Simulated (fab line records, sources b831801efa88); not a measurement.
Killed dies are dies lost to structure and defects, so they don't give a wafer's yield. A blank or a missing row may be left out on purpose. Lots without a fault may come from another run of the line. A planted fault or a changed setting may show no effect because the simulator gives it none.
fab line records | flow sky130
record lots=4 wafers=12 last_day=48
route steps=708 shown SD_N@352 SALICIDE@361 LI_CONTACT@362 LOCAL_INTERCONNECT@387 PAD_OPEN@708
lots that met no fault: from a run of the same line without faults
start_h: hours from the record's first day to the start of the lot's first wafer shown | wait_h: hours since the lot's step before | " the same as in the row above | L1.1+2: a row that stands for several wafers | - no value, or no start given | * or withheld: withheld | < > ~ a bound
route shown NAME@n: a module of which the file shows steps, and the number in the route of the first | usual: mean/standard deviation of fault-free wafers | same: alike in all rows | chamber/n: place in a boat | sites: the reading at each site | _std_site: their standard deviation | _edge_site: outer sites' mean less inner sites' | radius_mm: how far each site lies from the wafer's centre | mask NAME#n: copy n | behind: the tool/chamber that last shaped the wafer | hold: why the lot was held/for how many hours/how that ended | device: the transistor (n, p or np) that didn't switch | end of line: the same wafers' tests at the end of the route | a step without rows: its recipe alone | killed: dies lost to structure and defects at the first sort, not the wafer's yield | map: a wafer's dies, x killed, . not, _ none there
set.NAME: the setting as run; set.NAME@STEP: as run at that earlier step | model.NAME: the simulator's own value behind a step, which no gauge read
lots at some steps of the route; a table a step, a row a wafer
services: from which hour (start_h, from the record's first day; less than 0 if before it) a tool's chamber was out of use, for how many hours, and why
## steps
# step SKY_SD_N_IMPLANT_10
# recipe species=P energy_kev=20 dose_cm2=1e+14 tilt_deg=0
# step SKY_SD_N_STRIP_11
# recipe chemistry=O2/N2 power_w=1400 pressure_mtorr=1500 platen_temp_c=withheld o2_flow_sccm=3000 n2_flow_sccm=300 overash_fraction=0.5
# step SKY_SD_N_CLEAN_13
# recipe chemistry=SC1/SC2 mix=1:4:20 temp_c=70 time_s=150 dry=n2_spin
# step SKY_SD_N_RTA_14
# recipe temp_c=1075 time_s=2 idle_temp_c=650 ramp_up_c_per_s=150 ramp_down_c_per_s=90 ambient=N2
# step SKY_SALICIDE_CLEAN_00
# recipe chemistry=HF-last time_s=30 dilution=100:1 dry=ipa_marangoni
# step SKY_LI_CONTACT_HDPCVD_00
# recipe material=PSG target_thk_nm=930 sigma_open_frac=0.3 time_s=155 temp_c=600 sih4_flow_sccm=62.34 pressure_mtorr=6
# step SKY_LI_CONTACT_CMP_02
# recipe material=PSG down_force_psi=4 platen_rpm=60 pad_velocity_m_s=0.94248
# usual motor_current_A=11.9/1.2 time_to_endpoint_s=36/3.4
# columns lot.wafer tool chamber start_h wait_h motor_current_A time_to_endpoint_s
L480.1 cmp-01 3 695.11 0.1 10.8 35
L480.2 " 1 " " 11.0 30
L480.5 " 2 " " 10.8 35
L483.2 cmp-02 2 726.58 0.0 12.7 39
L483.3 " 0 " " 11.1 31
L483.6 " 3 " " 14.7 35
L488.1 cmp-01 3 760.91 0.1 10.9 35
L488.4 " 0 " " 11.9 34
L488.5 " 2 " " 10.9 35
L489.1 cmp-01 3 769.60 0.2 10.9 34
L489.5 " 0 " " 13.3 33
L489.6 " 1 " " 10.2 30
# step SKY_LI_CONTACT_DEHYDRATE_04
# recipe temp_c=200 time_s=60
# step SKY_LI_CONTACT_HMDS_05
# recipe prime_time_s=60 prime_temp_c=120
# step SKY_LI_CONTACT_COAT_06
# recipe resist=BARC temp_c=withheld time_s=withheld spin_rpm=3000 resist_thk_nm=60
# step SKY_LI_CONTACT_COAT_07
# recipe resist=KrF-thick spin_rpm=3000 resist_thk_nm=450
# step SKY_LI_CONTACT_SOFTBAKE_08
# recipe temp_c=100 time_s=90 resist=KrF-thick
# step SKY_LI_CONTACT_EXPOSE_09
# recipe mask_id=LICM1 na=0.8 source_shape=annular sigma_inner=0.55 sigma_outer=0.85 target_cd_nm=170 dose_mj=38
# step SKY_LI_CONTACT_PEB_10
# recipe peb_temp_c=withheld peb_time_s=withheld resist=KrF-thick
# step SKY_LI_CONTACT_DEVELOP_11
# recipe develop_time_s=60 resist=KrF-thick dev_temp_c=21.63
# step SKY_LI_CONTACT_ETCH_14
# recipe chemistry=N2/H2 target=BARC ion_energy_ev=200 source_w=500 bias_w=100 pressure_mtorr=30 n2_flow_sccm=100 h2_flow_sccm=200 stop_on=SiO2 time_s=45.9 target_depth_a=600
# step SKY_LI_CONTACT_ETCH_15
# recipe target=PSG chemistry=C4F8/O2/Ar stop_on=Si taper_deg=4.15 mask_material=KrF-thick source_w=1500 bias_w=1200 pressure_mtorr=40 c4f8_flow_sccm=withheld O2_flow_sccm=6 Ar_flow_sccm=300 time_s=withheld target_depth_a=6000
# step SKY_LI_CONTACT_STRIP_16
# recipe chemistry=O2/N2 power_w=1400 pressure_mtorr=1500 platen_temp_c=withheld o2_flow_sccm=3000 n2_flow_sccm=300 overash_fraction=0.5
# step SKY_LI_CONTACT_CLEAN_17
# recipe chemistry=NMP time_s=600 temp_c=60 dry=n2_spin
# step SKY_LI_CONTACT_PRE_CLEAN_18
# recipe gas=Ar time_s=5.6 bias_v=358
# step SKY_LI_CONTACT_SPUTTER_19
# recipe material=Ti target_thk_nm=20 chamber_pressure_pa=5 power_w=2500 substrate_temp_c=200 time_s=106.37
# step SKY_LI_CONTACT_SPUTTER_20
# recipe material=TiN target_thk_nm=20 chamber_pressure_pa=5 power_w=4000 time_s=80
# step SKY_LI_CONTACT_CVD_21
# recipe material=W target_thk_nm=400 time_s=120.56 temp_c=400 pressure_torr=40
# step SKY_LI_CONTACT_CMP_24
# recipe stop_on=PSG t_overpolish_s=20 down_force_psi=3.5 platen_rpm=60 target_thk_nm=0 pad_velocity_m_s=0.94248
# step SKY_LOCAL_INTERCONNECT_SPUTTER_00
# recipe material=TiN target_thk_nm=100 temp_c=300 power_w=6500 time_s=83.3 chamber_pressure_pa=0.4
# step SKY_LOCAL_INTERCONNECT_DEHYDRATE_03
# recipe temp_c=200 time_s=60
# step SKY_LOCAL_INTERCONNECT_HMDS_04
# recipe prime_time_s=60 prime_temp_c=120
# step SKY_LOCAL_INTERCONNECT_COAT_05
# recipe resist=BARC temp_c=withheld time_s=withheld spin_rpm=3000 resist_thk_nm=60
# step SKY_LOCAL_INTERCONNECT_COAT_06
# recipe resist=KrF-thick spin_rpm=3000 resist_thk_nm=454.4
# step SKY_PAD_OPEN_PROBE_99
# usual killed_at_M0_to_M3=43/6.6 killed_at_M4_up=3.0/1.7 killed_at_contacts=24/5.4 killed_at_front_end=16/4.6 killed_at_other=0.3/0.53 killed_dies=87/9.7 killed_on_rim=18/4 killed_open=47/7.3 killed_short=39/6.5
# same gross_dies=492 killed_at_back_side=0
# columns lot.wafer tool chamber start_h wait_h killed_at_M0_to_M3 killed_at_M4_up killed_at_contacts killed_at_front_end killed_at_other killed_dies killed_on_rim killed_open killed_short
L480.1 prober-01 - 1111.43 0.1 52 1 28 14 2 97 16 44 53
L480.2 prober-01 - 1111.48 0.1 35 7 18 15 0 75 19 40 35
L480.5 prober-01 - 1111.63 0.2 52 3 24 21 1 101 23 59 40
L488.1 prober-02 - 1157.80 0.1 28 4 179 11 0 222 41 35 21
L488.4 prober-02 - 1157.95 0.2 34 2 208 10 0 254 47 34 37
L488.5 prober-02 - 1158.00 0.2 40 2 189 5 0 236 46 37 30
L489.1 prober-01 - 1161.25 0.1 45 1 183 11 1 241 48 50 26
L489.5 prober-01 - 1161.45 0.2 35 0 186 12 0 233 45 32 35
L489.6 prober-01 - 1161.50 0.2 45 2 204 9 0 260 56 33 46
# killed by level:class
L480.1 METAL1:geometric_particle:short=12 VIA3:geometric_particle:open=10 LI_CONTACT:geometric_particle:open=7 LOCAL_INTERCONNECT:geometric_particle:short=7 CONTACT:geometric_particle:open=6 VIA1:geometric_particle:short=6 VIA1:geometric_particle:open=6 VIA2:geometric_particle:open=6
L480.2 VIA1:geometric_particle:open=9 POLY_GATE:geometric_particle:open=6 LI_CONTACT:geometric_particle:open=6 VIA2:geometric_particle:open=6 CONTACT:geometric_particle:open=5 VIA2:geometric_particle:short=5 CONTACT:geometric_particle:short=4 METAL1:geometric_particle:short=4
L480.5 VIA3:geometric_particle:open=12 VIA1:geometric_particle:open=12 CONTACT:geometric_particle:open=11 LI_CONTACT:geometric_particle:open=8 METAL2:geometric_particle:short=7 VIA2:geometric_particle:open=6 POLY_GATE:geometric_particle:short=5 FIELD_ISO:geometric_particle:short=4
L488.1 LI_CONTACT:unspecified=165 VIA1:geometric_particle:open=9 CONTACT:geometric_particle:open=7 VIA3:geometric_particle:open=5 METAL2:geometric_particle:short=4 LI_CONTACT:geometric_particle:open=3 LOCAL_INTERCONNECT:geometric_particle:short=3 VIA2:geometric_particle:open=3
L488.4 LI_CONTACT:unspecified=182 CONTACT:geometric_particle:open=10 CONTACT:geometric_particle:short=7 METAL2:geometric_particle:short=7 VIA1:geometric_particle:open=7 LOCAL_INTERCONNECT:geometric_particle:short=4 VIA2:geometric_particle:short=4 VIA3:geometric_particle:open=4
L488.5 LI_CONTACT:unspecified=169 CONTACT:geometric_particle:open=9 VIA1:geometric_particle:open=8 VIA1:geometric_particle:short=6 VIA3:geometric_particle:open=6 CONTACT:geometric_particle:short=5 METAL1:geometric_particle:short=5 VIA2:geometric_particle:open=5
L489.1 LI_CONTACT:unspecified=164 VIA1:geometric_particle:open=17 VIA2:geometric_particle:open=9 LI_CONTACT:geometric_particle:open=8 POLY_GATE:geometric_particle:short=4 POLY_GATE:geometric_particle:open=4 CONTACT:geometric_particle:open=4 LOCAL_INTERCONNECT:geometric_particle:short=3
L489.5 LI_CONTACT:unspecified=166 CONTACT:geometric_particle:open=7 VIA3:geometric_particle:open=6 LI_CONTACT:geometric_particle:open=5 VIA2:geometric_particle:open=5 METAL2:geometric_particle:short=5 FIELD_ISO:geometric_particle:short=4 POLY_GATE:geometric_particle:short=4
L489.6 LI_CONTACT:unspecified=181 VIA1:geometric_particle:open=9 CONTACT:geometric_particle:short=7 METAL1:geometric_particle:short=7 METAL2:geometric_particle:short=7 LI_CONTACT:geometric_particle:open=5 CONTACT:geometric_particle:open=5 VIA3:geometric_particle:open=5
# map L488.4 (x killed, . not)
__________xx.x.x.xxx_________
________..x.xxx.x...xx_______
______xx...x..xx..xxx.x._____
_____.xxx.x..x...xxx.xxxx____
____xxx.x.x.x...x..xxxxxxx___
___x.x....xx..x..x..xxx....__
__.x..x.....xxxxxxxxx.x.x.x._
_..x..x.xxx.xxxxxx.xxxxx...x.
_..xxx.xx.x.....xxx.x...xxx.x
_xxx..x.x.......x.x..x..xxxxx
_..xxx..xxx.....xx.x..xx.xxx.
_.x..xx.xx...x..xx.xxx.....xx
_.x..xxxx.x.xx...xxxxx.xx.x.x
_...xxx.xxx..x..........x..xx
_..xx.xx...xx.....xxx..x.xx..
__xx..xxxxx..xx.xx.x..x..xxx_
___x.xx....x.xxx....xxxx...__
____x.x.xx.x.xxxxxxx...x.x___
_____.xxxx.xx.xx.x.xxx...____
______.x.x..xx...xxxx..x_____
________x.....xxx....x_______
__________x..x.xx..x_________
# map L489.6 (x killed, . not)
__________.xx.xx..x._________
________xxx..x....xx.x_______
______.x.....x.x.x......_____
_____....x...xxxx..xx.xx.____
____x.xxxx.xxxxxx...xx...x___
___x.x.xx...xxx.x...xx...xx__
__xx.xx..x...xxxxx...xxx..xx_
_xxxxx..x.xx.xx.....x...xxxx.
_xx.xxxxxx..x..x.xx...x.x..x.
_xx...xx.x....xxxxx.x.x.xx.x.
_xx..x..xxx..x..xx.....x.xxxx
_....xxxxxx...xx...xx..xxxxxx
_x.x.x.x..xxxx...xxxxxx.x..xx
_xx.x.xx...x.xxxx.x..x.xxx...
_.xx..x.x.x.x.....x..x.x.xx..
__x..xx.xx.xxx.x..xxxx.xxxx._
___....x.xx..xx.x.xx.xx...x__
____.xx...x..x..xx.xxx.xxx___
_____.x.xxx.x.x.x.x....xx____
______.x...xx..x..xx.xx._____
________xx.x.xxxxxx..._______
__________.xxxxxxxxx_________
## services
# columns tool chamber start_h hours kind
cmp-01 - 682.92 1.2 repair
cmp-02 - 684.21 8.5 pm
cmp-01 - 697.10 0.3 repair
cmp-01 - 725.82 3.5 repair
cmp-01 - 737.27 2.6 repair
cmp-01 - 744.15 4.0 pm
cmp-01 - 748.15 - consumable_replace:conditioner
cmp-01 - 748.15 - consumable_replace:pad
## key
first_sign step=SKY_PAD_OPEN_PROBE_99 reading=killed_at_contacts direction=up sigmas=31 usual=24 struck=192
effect step=SKY_PAD_OPEN_PROBE_99 reading=killed_dies direction=up sigmas=16 usual=87 struck=241
met_at SKY_LI_CONTACT_CMP_02
struck_wafers L488.1,L488.4,L488.5,L489.1,L489.5,L489.6
tester_left_out L488,L489
onset_between 695.11 760.91
also_fits time
fault kind=chamber_particle_source tool=cmp-01 chamber=- onset_h=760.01 steps=SKY_LI_CONTACT_CMP_02 rate_per_visit_cm2=0.8722 end_h=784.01
# tester_left_out: of these lots the tester's yield and bins aren't shown, on N5 and GAA mostly nor the transistor test; their killed dies are dies lost to structure and defects alone, not to doping, threshold or leakage, so they don't give the yield
